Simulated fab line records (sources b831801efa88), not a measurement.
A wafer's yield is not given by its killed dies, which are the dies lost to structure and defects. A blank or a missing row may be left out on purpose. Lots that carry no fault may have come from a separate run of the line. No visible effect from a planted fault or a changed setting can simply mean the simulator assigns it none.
Matching of chambers | flow gf180mcu | GF_STI_ETCH_14 on rie_si-02: 4 sister chambers
The step etches Si in HBr/Cl2/O2, target depth 360 nm, time 102.9 s. 16 wafers are shown with their chamber, then 8 later ones without.

== WAFERS WITH THEIR CHAMBER ==
wafer  | chamber | drypump_motor_current_A (A) | oes_product_au (a.u.) | throttle_valve_pct (%)
L149.1 | 2       | 5.53                        | 1.001                 | 25.663
L149.5 | 1       | 5.23                        | 1.005                 | 25.650
L149.6 | 2       | 5.51                        | 1.000                 | 25.655
L151.4 | 3       | 5.55                        | 1.038                 | 25.635
L151.5 | 0       | 5.53                        | 1.018                 | 25.653
L151.6 | 3       | 5.54                        | 1.028                 | 25.635
L152.2 | 0       | 5.56                        | 1.011                 | 25.641
L152.3 | 2       | 5.49                        | 1.006                 | 25.662
L152.6 | 1       | 5.19                        | 1.013                 | 25.642
L154.1 | 3       | 5.57                        | 1.036                 | 25.638
L154.3 | 2       | 5.50                        | 1.018                 | 25.643
L154.4 | 1       | 5.24                        | 1.012                 | 25.651
L163.1 | 2       | 5.49                        | 1.012                 | 25.660
L163.5 | 2       | 5.50                        | 0.991                 | 25.658
L163.6 | 3       | 5.57                        | 1.023                 | 25.634
L169.1 | 1       | 5.21                        | 1.004                 | 25.659

SIGNATURES, as means of the wafers listed above
reading                 | chamber 0 | chamber 1 | chamber 2 | chamber 3 | scatter within a chamber
drypump_motor_current_A | 5.5450    | 5.2175    | 5.5033    | 5.5575    | 0.0176
oes_product_au          | 1.01450   | 1.00850   | 1.00467   | 1.03125   | 0.00759
throttle_valve_pct      | 25.64700  | 25.65050  | 25.65683  | 25.63550  | 0.00643
Rule: a wafer's distance from a chamber is the root of the sum, over the readings, of the square of ((its reading less the chamber's mean) divided by the reading's scatter). If the next closest chamber is less than 2 further off than the closest, the wafer can't be placed; otherwise it belongs to the closest. The scatter: the root of (the sum of the squares of (reading less its chamber's mean) over the shown wafers, divided by (wafers less chambers)).

== WAFERS MISSING THEIR CHAMBER ==
wafer  | drypump_motor_current_A (A) | oes_product_au (a.u.) | throttle_valve_pct (%)
L169.4 | 5.51                        | 1.020                 | 25.660
L169.6 | 5.51                        | 0.978                 | 25.677
L170.1 | 5.51                        | 0.991                 | 25.679
L170.4 | 5.23                        | 1.015                 | 25.638
L170.5 | 5.21                        | 1.007                 | 25.655
L172.3 | 5.57                        | 1.040                 | 25.660
L172.4 | 5.52                        | 1.005                 | 25.667
L172.5 | 5.55                        | 1.012                 | 25.653

== CHAMBER TAKEN BY EACH ==
wafer  | from the rows above          | in truth
L169.4 | can't be placed: 2 or 0      | 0
L169.6 | 2                            | 2
L170.1 | 2                            | 2
L170.4 | 1                            | 1
L170.5 | 1                            | 1
L172.3 | can't be placed: 3 or 0 or 2 | 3
L172.4 | can't be placed: 2 or 0      | 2
L172.5 | can't be placed: 0 or 2      | 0
Placed correctly: 4 of 8. Not placeable from these rows: 4 (in 4, the candidates include the true chamber). Wrongly placed: 0.
